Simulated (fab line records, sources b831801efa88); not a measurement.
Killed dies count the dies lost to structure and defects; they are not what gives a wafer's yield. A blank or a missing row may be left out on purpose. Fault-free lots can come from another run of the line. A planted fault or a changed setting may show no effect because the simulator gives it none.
Matching of chambers -- flow gf180mcu -- GF_M5_ETCH_09 on rie_diel-04 has 4 sister chambers
The step etches Si3N4 in CF4/O2, target depth 52 nm, time 11.6 s. 18 wafers are shown with their chamber, then 9 later ones without.

## WAFERS PAIRED WITH THEIR CHAMBERS
wafer,chamber,drypump_motor_current_A (A),oes_product_au (a.u.),throttle_valve_pct (%)
L074.2,3,5.4,0.997,5.973
L074.3,1,6.6,0.998,5.967
L074.6,0,6.7,1.018,5.971
L079.1,1,6.5,0.987,5.959
L079.3,2,5.8,1.023,5.976
L079.5,0,6.7,1.014,5.974
L083.3,0,6.6,1.014,5.983
L083.4,2,5.8,1.024,5.962
L083.6,0,6.6,1.010,5.990
L084.2,2,5.7,1.009,5.991
L084.4,0,6.7,1.018,5.969
L084.6,0,6.6,1.015,5.977
L085.1,0,6.6,1.014,5.983
L085.3,2,5.8,1.032,5.989
L085.6,3,5.4,0.991,5.975
L086.1,3,5.4,0.999,5.955
L086.4,0,6.6,1.004,5.971
L086.5,3,5.4,0.993,5.967

SIGNATURES (means of the wafers above)
reading,chamber 0,chamber 1,chamber 2,chamber 3,scatter within a chamber
drypump_motor_current_A,6.638,6.550,5.775,5.400,0.0472
oes_product_au,1.01337,0.99250,1.02200,0.99500,0.0061
throttle_valve_pct,5.97725,5.96300,5.97950,5.96750,0.00926
Rule: a wafer's distance from a chamber is the root of the sum, over the readings, of the square of ((its reading less the chamber's mean) divided by the reading's scatter). If the next closest chamber is less than 2 further off than the closest, the wafer can't be placed; otherwise it belongs to the closest. How the scatter is found: for the shown wafers, subtract from each reading the mean of its chamber, square and add these, divide the total by (wafers less chambers), then take the root.

## WAFERS WHOSE CHAMBER IS MISSING
wafer,drypump_motor_current_A (A),oes_product_au (a.u.),throttle_valve_pct (%)
L092.1,6.6,1.019,5.966
L092.3,5.8,1.012,5.968
L092.5,6.7,1.024,5.961
L093.1,6.7,1.027,5.986
L093.3,5.4,0.989,5.959
L093.5,5.4,0.993,5.954
L095.2,5.4,0.984,5.956
L095.3,6.5,0.985,5.969
L095.5,5.4,0.983,5.967

## WHICH CHAMBER EACH WENT THROUGH
wafer,from the rows above,in truth
L092.1,0,0
L092.3,2,2
L092.5,0,0
L093.1,0,0
L093.3,3,3
L093.5,3,3
L095.2,3,3
L095.3,1,1
L095.5,3,3
9 of 9 placed correctly. Not placeable from these rows: 0. Wrongly placed: 0.
